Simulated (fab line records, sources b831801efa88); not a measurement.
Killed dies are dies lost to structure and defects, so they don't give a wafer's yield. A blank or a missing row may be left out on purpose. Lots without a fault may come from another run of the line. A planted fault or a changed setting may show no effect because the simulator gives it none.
Problem report in the 8D (eight disciplines) form, filled by code | flow sky130 | the parts of the form that need people (team, actions taken, sign-off) are left out

1. THE PROBLEM
bias_w at SKY_CONTACT_ETCH_17 reads a mean of 1285 W on 9 wafers of 3 lots; wafers without a fault read 1200 W with a standard deviation of 3.2. That is +26 standard deviations from the usual mean.
The step: etches SiO2 in C4F8/O2/Ar, stops on Si3N4, target depth 340 nm.
First seen on wafer L352.1, day 35 02:58, on rie_diel-01. The record holds 39 wafers of 13 lots with a number at this step. Rule for "out", or "out of limits": more than 4 standard deviations from the usual mean. The other wafers with a number count as sound.

2. WHAT IT IS AND WHAT IT IS NOT
question                    | is                     | is not
which readings at this step | bias_w                 | oes_product_au
which lots                  | L352, L353, L358       | L343, L344, L346, L347, L350, L360, L363, L364, L365, L366
which wafers of those lots  | all that have a number | -
read on which tools         | rie_diel-01            | rie_diel-02, rie_diel-04
when                        | from day 35 02:58      | up to then (15 sound wafers); but 15 sound wafers of L360, L363, L364, L365, L366 came after

3. SUSPECTS, AND WHAT RULES EACH OUT
Counting: a tool at a process step up to the reading stays a suspect if it ran every lot that is out and no sound lot after the first of them.
- rie_diel-01 at SKY_CONTACT_ETCH_17 (etches SiO2 in C4F8/O2/Ar, stops on Si3N4, target depth 340 nm): ruled out as a lasting fault. Sound lots L365 ran on it after its first lot that is out, L352 (day 35 02:58).
Left after counting: nothing in the record.

4. THE CAUSE (what the simulator had put in)
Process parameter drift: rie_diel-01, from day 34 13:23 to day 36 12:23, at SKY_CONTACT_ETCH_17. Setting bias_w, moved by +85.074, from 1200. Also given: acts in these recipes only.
Counting ruled it out, wrongly.

5. THE CHAIN OF EFFECTS, in route order
Each row: a reading whose mean over the struck wafers that have a number lies more than 3 standard deviations from the usual. Only readings for which the record gives a usual standard deviation are gone through. hours: the time from each lot's start at the first step in this table that gives one to its start at this step, as a median over the lots. sigmas: the change in usual standard deviations.
hours | step                | reading | usual  | on struck wafers | change | sigmas
0     | SKY_CONTACT_ETCH_17 | bias_w  | 1200 W | 1285             | +85    | +26
The process steps in it:
- SKY_CONTACT_ETCH_17: etches SiO2 in C4F8/O2/Ar, stops on Si3N4, target depth 340 nm.
Later measuring or inspecting steps at which every struck wafer that the step has a row for has a number for every such reading, and none has moved that far: SKY_METAL1_RS_MEAS_05.

6. WHAT WOULD HAVE CAUGHT IT SOONER
In this record the first reading out of limits was taken at day 35 02:58, 14 hours after the fault began at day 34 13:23.
